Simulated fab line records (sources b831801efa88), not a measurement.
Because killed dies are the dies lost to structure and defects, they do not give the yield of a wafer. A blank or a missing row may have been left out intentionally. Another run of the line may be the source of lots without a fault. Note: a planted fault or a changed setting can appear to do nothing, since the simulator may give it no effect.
Which of the tools did it? / flow gf180mcu / 21 wafers from 7 lots sampled at 2 of the route's 602 steps

## WHAT THE GAUGES SHOWED, per wafer
GF_LVPWELL_OVL_MEAS_07.
lot=L642; measured=day 4 01:23; on=overlay-01; LVPWELL_OVL (nm)=-0.2 -1.0 -1.4
lot=L647; measured=day 5 05:05; on=overlay-02; LVPWELL_OVL (nm)=0.4 -0.3 -0.9
lot=L650; measured=day 5 21:51; on=overlay-01; LVPWELL_OVL (nm)=2.7 1.2 0.4
lot=L652; measured=day 6 11:46; on=overlay-01; LVPWELL_OVL (nm)=0.0 0.9 0.7
lot=L657; measured=day 7 14:20; on=overlay-01; LVPWELL_OVL (nm)=3.8 1.7 1.3
lot=L660; measured=day 8 09:08; on=overlay-01; LVPWELL_OVL (nm)=- - -
lot=L664; measured=day 9 07:38; on=overlay-02; LVPWELL_OVL (nm)=0.2 0.8 2.1

## WHAT TOOL EACH LOT RAN ON (gives the tool, then ch and the chambers of the sampled wafers, and finally the start)
lot=L642; GF_LVPWELL_DEVELOP_06=litho-track-01 ch 0, day 4 01:00
lot=L647; GF_LVPWELL_DEVELOP_06=litho-track-02 ch 0, day 5 04:00
lot=L650; GF_LVPWELL_DEVELOP_06=litho-track-04 ch 0, day 5 21:00
lot=L652; GF_LVPWELL_DEVELOP_06=litho-track-04 ch 0, day 6 11:00
lot=L657; GF_LVPWELL_DEVELOP_06=litho-track-02 ch 0, day 7 14:00
lot=L660; GF_LVPWELL_DEVELOP_06=litho-track-01, day 8 08:00
lot=L664; GF_LVPWELL_DEVELOP_06=litho-track-02 ch 0, day 9 07:00
- GF_LVPWELL_DEVELOP_06: develop time 60 s.

## THE ANSWER, worked out from the rows above alone
Rule: the lots themselves supply what counts as usual. The widest of any qualifying gaps counts: lots, ordered by their means at a reading, are off when they make up no more than a third of the lots, leave a main group of 4 or more, and stand apart from it by 3 or more times the standard deviation of that group's means. The tables above print the reading to a certain number of digits; a main group whose means all agree to those digits is not used. A lot without any number at a reading at which 4 lots or more have one is off too. All remaining lots with rows at the step are treated as sound.
Off: L660, seen at GF_LVPWELL_OVL_MEAS_07 (LVPWELL_OVL). Without a number there: L660. Mean 0.7 nm and standard deviation 1 in the main group.
If a tool, at a process step before that reading, ran all the lots that are off and no sound lot after the first of them, it fits. Those tools and the gauges at GF_LVPWELL_OVL_MEAS_07 are tried in the same way. Can't be told from this: 2 tools fit, litho-track-01 at GF_LVPWELL_DEVELOP_06, overlay-01 at GF_LVPWELL_OVL_MEAS_07.

## WHAT THE SIMULATOR PUT IN
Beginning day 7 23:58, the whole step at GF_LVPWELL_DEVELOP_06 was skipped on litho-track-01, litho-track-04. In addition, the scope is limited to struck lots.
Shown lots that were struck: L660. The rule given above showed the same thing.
